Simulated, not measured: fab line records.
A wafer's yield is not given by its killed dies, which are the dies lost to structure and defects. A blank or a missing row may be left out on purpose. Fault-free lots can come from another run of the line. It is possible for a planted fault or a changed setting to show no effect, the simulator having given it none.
Which tool did it? / flow gf180mcu / 6 lots, 18 wafers sampled, at 2 steps of a route of 602

== WHAT EACH GAUGE READ, for each wafer ==
GF_DUAL_GATE_OVL_MEAS_11.
lot=L101; measured=day 8 12:32; on=overlay-02; DUAL_GATE_OVL (nm)=-2.0 -2.1 -2.5
lot=L103; measured=day 9 05:58; on=overlay-01; DUAL_GATE_OVL (nm)=-1.1 -1.5 -0.5
lot=L105; measured=day 9 19:29; on=overlay-02; DUAL_GATE_OVL (nm)=0.5 -0.6 0.2
lot=L117; measured=day 13 07:40; on=overlay-01; DUAL_GATE_OVL (nm)=-1.3 -0.5 -3.0
lot=L119; measured=day 13 19:05; on=overlay-01; DUAL_GATE_OVL (nm)=-1.3 -1.2 -2.6
lot=L121; measured=day 14 08:56; on=overlay-01; DUAL_GATE_OVL (nm)=1.6 1.3 -0.6

== EACH LOT AND THE TOOL THAT RAN IT (in order: tool; ch and the chambers of the sampled wafers; start) ==
lot=L101; GF_DUAL_GATE_EXPOSE_08=ilineStepper-01 ch 0, day 8 04:10
lot=L103; GF_DUAL_GATE_EXPOSE_08=ilineStepper-01 ch 0, day 8 21:49
lot=L105; GF_DUAL_GATE_EXPOSE_08=ilineStepper-01 ch 0, day 9 11:01
lot=L117; GF_DUAL_GATE_EXPOSE_08=ilineStepper-01 ch 0, day 12 22:10
lot=L119; GF_DUAL_GATE_EXPOSE_08=ilineStepper-01 ch 0, day 13 09:23
lot=L121; GF_DUAL_GATE_EXPOSE_08=ilineStepper-01 ch 0, day 13 22:22
- GF_DUAL_GATE_EXPOSE_08: exposes mask Dualgate, target cd 700 nm.

== THE ANSWER, worked out from the rows above alone ==
Rule: usual is defined by the lots themselves. The widest of any qualifying gaps counts: lots, ordered by their means at a reading, are off when they make up no more than a third of the lots, leave a main group of 4 or more, and stand apart from it by 3 or more times the standard deviation of that group's means. If all means in a main group match to the digits the tables above print for the reading, that group is not used. Also off: a lot with no number at a reading for which 4 or more lots have one. Where the step has rows for the other lots, those lots are counted as sound.
None of the lots is off at any reading shown; this tells nothing.

== WHAT THE SIMULATOR HAD INSERTED ==
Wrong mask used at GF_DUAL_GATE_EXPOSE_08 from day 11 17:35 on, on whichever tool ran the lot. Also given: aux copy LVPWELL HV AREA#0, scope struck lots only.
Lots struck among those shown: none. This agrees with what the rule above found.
